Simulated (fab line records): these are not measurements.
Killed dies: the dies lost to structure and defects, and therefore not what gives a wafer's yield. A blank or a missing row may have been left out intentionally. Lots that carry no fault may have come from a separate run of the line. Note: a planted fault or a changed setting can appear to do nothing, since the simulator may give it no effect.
Matching of chambers | flow gf180mcu | GF_V3_ETCH_16 on rie_diel-03: 4 sister chambers
The step etches BARC in N2/H2. 7 wafers are shown with their chamber, then 7 later ones without.

== WAFERS PAIRED WITH THEIR CHAMBERS ==
wafer  | chamber | drypump_motor_current_A (A) | throttle_valve_pct (%)
L831.4 | 3       | 5.9                         | 13.245
L834.3 | 3       | 5.8                         | 13.212
L837.6 | 2       | 5.8                         | 13.227
L838.1 | 2       | 5.9                         | 13.240
L838.4 | 1       | 5.7                         | 13.213
L838.6 | 0       | 5.5                         | 13.222
L840.2 | 0       | 5.6                         | 13.234

== WAFERS WITHOUT THEIR CHAMBER ==
wafer  | drypump_motor_current_A (A) | throttle_valve_pct (%)
L840.6 | 5.8                         | 13.214
L842.2 | 5.9                         | 13.236
L842.5 | 5.8                         | 13.230
L842.6 | 5.5                         | 13.227
L847.2 | 5.9                         | 13.225
L847.3 | 5.7                         | 13.218
L847.4 | 5.8                         | 13.223

== WHICH CHAMBER EACH ONE RAN IN ==
wafer  | from the rows above          | in truth
L840.6 | can't be placed: 3 or 1 or 2 | 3
L842.2 | can't be placed: 2 or 3      | 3
L842.5 | can't be placed: 3 or 2 or 1 | 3
L842.6 | 0                            | 0
L847.2 | can't be placed: 3 or 2      | 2
L847.3 | can't be placed: 1 or 0 or 3 | 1
L847.4 | can't be placed: 3 or 2 or 1 | 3
Correctly placed: 1 of 7. Can't be placed from these rows: 6 (the true chamber is among the candidates in 6). Wrongly placed: 0.
How it was worked out, from the rows above alone: a wafer's distance from a chamber is the root of the sum, over the readings, of the square of ((its reading less the chamber's mean) divided by the reading's scatter). The wafer belongs to the nearest chamber; if the next one is less than 2 further off, it can't be placed. The mean given for a chamber averages the wafers shown for that chamber. How the scatter is found: for the shown wafers, subtract from each reading the mean of its chamber, square and add these, divide the total by (wafers less chambers), then take the root.
